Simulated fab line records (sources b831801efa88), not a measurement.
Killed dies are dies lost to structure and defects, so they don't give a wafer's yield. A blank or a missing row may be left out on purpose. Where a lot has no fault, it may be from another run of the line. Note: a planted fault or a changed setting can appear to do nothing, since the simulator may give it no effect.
Code-filled problem report in 8D (eight disciplines) form || flow sfq line || the parts of the form that need people (team, actions taken, sign-off) are left out

1. THE ISSUE
Mean of exposure dose mJ cm2 at SFQ_TRILAYER_M4_LITHO_EXPOSE_094: 18.834 across 9 wafers in 3 lots; on wafers with no fault it is 14.397 (standard deviation 0.014). So: +99 or more standard deviations from the usual mean.
The step: exposes mask M4, target cd 500 nm.
First seen on wafer L557.2, day 45 10:06, on krf scanner-01. At this step, 21 wafers from 7 lots have a number in the record. Rule for "out", or "out of limits": more than 4 standard deviations from the usual mean. The other wafers with a number count as sound.

2. WHAT THIS IS AND IS NOT
{"question": "which readings at this step", "is": "exposure dose mJ cm2", "is not": "-"}
{"question": "which lots", "is": "L557, L558, L559", "is not": "L555, L568, L569, L578"}
{"question": "which wafers of those lots", "is": "all that have a number", "is not": "-"}
{"question": "read on which tools", "is": "krf scanner-01", "is not": "krf scanner-02"}
{"question": "when", "is": "from day 45 10:06", "is not": "up to then (3 sound wafers); but 9 sound wafers of L568, L569, L578 came after"}

3. SUSPECTS, AND WHAT RULES EACH OUT
Counting: a tool at a process step up to the reading stays a suspect if it ran every lot that is out and no sound lot after the first of them.
- pvd sputter-04 at SFQ_TRILAYER_M4_DEP_SPUTTER_091 (material Nb, target thk 200 nm, time 133.3 s): ruled out as a lasting fault. The sound lots L578 went through it after L557, its earliest lot that is out (day 39 16:08).
- krf scanner-01 at SFQ_TRILAYER_M4_LITHO_EXPOSE_094 (exposes mask M4, target cd 500 nm): kept. Every lot that is out went through it, starting with L557 (day 45 10:06), and after that it ran no sound lot; the last sound lot it ran before then is L555 (day 44 23:06). On those wafers its own readings are out: exposure dose mJ cm2.
The count leaves krf scanner-01 at SFQ_TRILAYER_M4_LITHO_EXPOSE_094.

4. THE CAUSE (what the simulator had put in)
Process parameter drift: krf scanner-01, from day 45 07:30 on, at SFQ_TRILAYER_M4_LITHO_EXPOSE_094. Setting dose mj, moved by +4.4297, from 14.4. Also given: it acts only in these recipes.
The count eliminated every tool but this one.

5. THE CHAIN OF EFFECTS, in route order
Rows list readings where the struck wafers' mean (over those with a number) sits beyond 3 standard deviations from the usual. Scope: only readings with a usual standard deviation given in the record; hours: median across lots of the time from each lot's start at the first step in this table that gives one to its start at this step; sigmas: change in usual standard deviations.
{"hours": 0, "step": "SFQ_TRILAYER_M4_LITHO_EXPOSE_094", "reading": "exposure dose mJ cm2", "usual": 14.397, "on struck wafers": 18.834, "change": "+4.437", "sigmas": "+99 or more"}
Here are the process steps it includes:
- SFQ_TRILAYER_M4_LITHO_EXPOSE_094: exposes mask M4, target cd 500 nm.
At these later measuring or inspecting steps, every struck wafer for which the step has a row has a number for every such reading, and none has moved that far: SFQ_M4_OVL_MEAS_926, SFQ_I4_BOW_MEAS_927, SFQ_I4_OVL_MEAS_928, SFQ_JJ_RS_MEAS_929, SFQ_M8_BOW_MEAS_951.

6. HOW IT WOULD HAVE BEEN CAUGHT EARLIER
In this record the first reading out of limits was taken at day 45 10:06, 3 hours after the fault began at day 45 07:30.
